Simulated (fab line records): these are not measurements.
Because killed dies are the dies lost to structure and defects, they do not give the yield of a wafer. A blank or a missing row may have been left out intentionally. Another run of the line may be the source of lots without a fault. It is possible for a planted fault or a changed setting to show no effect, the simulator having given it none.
Which of the tools did it? ; flow gf180mcu ; Sampling: 12 lots, 34 wafers, 5 of 602 route steps

== WHAT THE GAUGES SHOWED, per wafer ==
GF_NWELL_OVL_MEAS_07.
lot;measured;on;NWELL_OVL (nm)
L632;day 3 11:17;overlay-02;2.6 1.9 0.0
L633;day 3 13:39;overlay-01;1.7 2.6 1.8
L634;day 3 23:07;overlay-02;3.3 2.5 1.9
L641;day 5 09:01;overlay-02;2.4 3.1
L643;day 5 21:31;overlay-01;1.7 0.6
L645;day 6 08:59;overlay-01;-0.7 0.4 0.4
L646;day 6 11:26;overlay-02;-0.5 0.3 -0.6
L648;day 7 00:16;overlay-02;2.2 2.0 2.5
L650;day 7 09:57;overlay-02;-0.3 1.5 0.9
L652;day 7 20:45;overlay-02;0.8 2.3 1.4
L653;day 8 01:05;overlay-01;0.0 0.8 1.2
L655;day 8 13:07;overlay-02;0.0 1.7 2.2

GF_HV_LDD_OVL_MEAS_32.
lot;measured;on;HV_LDD_02_OVL (nm)
L632;day 11 18:11;overlay-02;0.4 1.1 0.3
L633;day 11 21:25;overlay-02;1.0 1.7 2.2
L634;day 12 09:06;overlay-01;0.9 0.7 0.7
L641;day 14 10:32;overlay-02;1.7 -0.3
L643;day 15 03:29;overlay-01;0.5 0.6
L645;day 15 21:21;overlay-02;-2.1 0.1 -0.9
L646;day 16 04:05;overlay-01;1.1 1.3 1.1
L648;day 16 18:00;overlay-02;-0.2 -0.7 -2.1
L650;day 17 12:32;overlay-02;0.6 1.7 0.8
L652;day 17 23:51;overlay-02;1.1 1.0 2.6
L653;day 18 12:14;overlay-02;-1.0 0.6 1.1
L655;day 18 23:32;overlay-02;0.7 0.2 -0.4

GF_HV_LDD_TW_MEAS_38.
lot;measured;on;HV_LDD_3_TW
L632;day 11 18:55;filmMetro-03;1418 1419 1416
L633;day 11 22:08;filmMetro-03;1411 1416 1412
L634;day 12 09:51;filmMetro-03;1422 1418 1422
L641;day 14 11:17;filmMetro-04;1423 1425
L643;day 15 04:13;filmMetro-02;1432 1429
L645;day 15 22:05;filmMetro-02;1426 1431 1432
L646;day 16 04:49;filmMetro-03;1412 1432 1417
L648;day 16 18:44;filmMetro-04;1417 1420 1416
L650;day 17 13:16;filmMetro-02;1421 1422 1416
L652;day 18 00:35;filmMetro-02;1443 1444 1442
L653;day 18 12:58;filmMetro-02;1427 1449 1442
L655;day 19 00:17;filmMetro-04;1420 1422 1424

== WHAT TOOL EACH LOT RAN ON (gives the tool, then ch and the chambers of the sampled wafers, and finally the start) ==
lot;GF_STI_ETCH_14;GF_STI_STRIP_15
L632;rieSi-02 ch 1,2, day 2 00:17;plasmaAsher-01 ch 0,1, day 2 00:22
L633;rieSi-01 ch 0,3, day 2 08:32;plasmaAsher-01 ch 0,1, day 2 08:37
L634;rieSi-02 ch 0,3, day 2 15:02;plasmaAsher-02 ch 0,1, day 2 15:08
L641;rieSi-01 ch 1,3, day 4 00:16;plasmaAsher-01 ch 0,1, day 4 00:20
L643;rieSi-01 ch 2,3, day 4 12:44;plasmaAsher-01 ch 0,1, day 4 12:49
L645;rieSi-02 ch 0,1,2, day 4 20:54;plasmaAsher-04 ch 0,1, day 4 20:58
L646;rieSi-02 ch 2,3, day 5 02:14;plasmaAsher-02 ch 0,1, day 5 02:19
L648;rieSi-02 ch 0,2,3, day 5 12:41;plasmaAsher-02 ch 0,1, day 5 12:46
L650;rieSi-02 ch 0,2,3, day 5 21:38;plasmaAsher-01 ch 0,1, day 5 21:43
L652;rieSi-02 ch 0,1,2, day 6 08:36;plasmaAsher-04 ch 0,1, day 6 08:40
L653;rieSi-02 ch 1,2, day 6 13:28;plasmaAsher-01 ch 0,1, day 6 13:32
L655;rieSi-02 ch 0,2,3, day 7 00:17;plasmaAsher-04 ch 0,1, day 7 00:23
- GF_STI_ETCH_14: etches Si in HBr/Cl2/O2, target depth 360 nm, time 102.9 s.
- GF_STI_STRIP_15: strips in O2/N2.

== AS READ BY THE TOOLS THEMSELVES (means over the sampled wafers that have a number; for cases with no such wafer, the mark the record gives instead) ==
GF_STI_ETCH_14.
lot;tool;biasW (W);drypumpMotorCurrentA (A);oesProductAu (a.u.);rfFwdPowerW (W);throttleValvePct (%)
L632;rieSi-02;150.1;5.42;1.002;595.2;25.656
L633;rieSi-01;149.4;5.63;1.020;598.0;25.643
L634;rieSi-02;150.3;5.54;1.028;596.5;25.641
L641;rieSi-01;149.7;5.67;0.885;598.2;25.736
L643;rieSi-01;150.1;5.44;0.881;596.3;25.727
L645;rieSi-02;150.3;5.41;1.013;595.8;25.647
L646;rieSi-02;149.7;5.52;1.009;594.6;25.651
L648;rieSi-02;149.9;5.52;1.024;595.9;25.645
L650;rieSi-02;149.9;5.54;1.026;596.3;25.635
L652;rieSi-02;149.9;5.41;1.001;595.4;25.665
L653;rieSi-02;149.4;5.32;1.004;594.3;25.657
L655;rieSi-02;149.7;5.55;1.019;595.1;25.660

GF_STI_STRIP_15.
lot;tool;drypumpMotorCurrentA (A);heaterPowerW (W);oesProductAu (a.u.);platenTempC (C);stripTimeToEndpointS (s)
L632;plasmaAsher-01;6.2;299;0.385;250.11;3.68
L633;plasmaAsher-01;6.0;315;0.378;249.99;3.64
L634;plasmaAsher-02;5.7;365;0.381;249.92;3.72
L641;plasmaAsher-01;6.1;308;0.394;250.02;3.97
L643;plasmaAsher-01;6.1;303;0.389;250.03;3.99
L645;plasmaAsher-04;5.7;304;0.383;250.18;3.66
L646;plasmaAsher-02;5.5;363;0.391;249.87;3.75
L648;plasmaAsher-02;5.7;365;0.382;249.96;3.63
L650;plasmaAsher-01;6.0;312;0.382;249.92;3.69
L652;plasmaAsher-04;5.7;305;0.383;249.92;3.72
L653;plasmaAsher-01;6.2;301;0.384;250.04;3.74
L655;plasmaAsher-04;5.7;304;0.382;250.12;3.67

== THE ANSWER, worked out from the rows above alone ==
Rule: usual is defined by the lots themselves. Put in order of their means at a reading, lots are off if they are a third of the lots or fewer, leave a main group of 4 or more, and stand apart from it by a gap of 3 or more times the standard deviation of the main group's means; of several such gaps the widest counts. The tables above print the reading to a certain number of digits; a main group whose means all agree to those digits is not used. A lot without any number at a reading at which 4 lots or more have one is off too. The other lots that the step has rows for count as sound. The gauges are gone through in route order, then the tools' own readings, and for those a lot's mean is taken as printed above. The first step at which some lot is off is used, and at that step the reading that is off furthest; a lot without a number counts as furthest.
Off: L641, L643, at GF_STI_ETCH_14 (oesProductAu). The main group has a mean of 1.015 a.u. with a standard deviation of 0.0097.
If a tool, at that step or one of the process steps before it, ran each lot that is off and ran no sound lot following the first of them, it fits. One candidate fits, namely rieSi-01 at GF_STI_ETCH_14. A fault onset in the window from L633 (day 2 08:32, its last sound lot) to L641 (day 4 00:16, its first lot off) fits.
The tool's own readings at GF_STI_ETCH_14 bear it out: on the lots that are off they differ by more than 5 times the standard deviation of the sound lots' means. oesProductAu reads 0.883 a.u. there against 1.015 a.u. on the sound lots; throttleValvePct reads 25.732 % there against 25.650 % on the sound lots.

== WHAT THE SIMULATOR HAD INSERTED ==
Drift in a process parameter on rieSi-01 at GF_STI_ETCH_14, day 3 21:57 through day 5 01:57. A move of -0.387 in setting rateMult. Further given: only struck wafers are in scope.
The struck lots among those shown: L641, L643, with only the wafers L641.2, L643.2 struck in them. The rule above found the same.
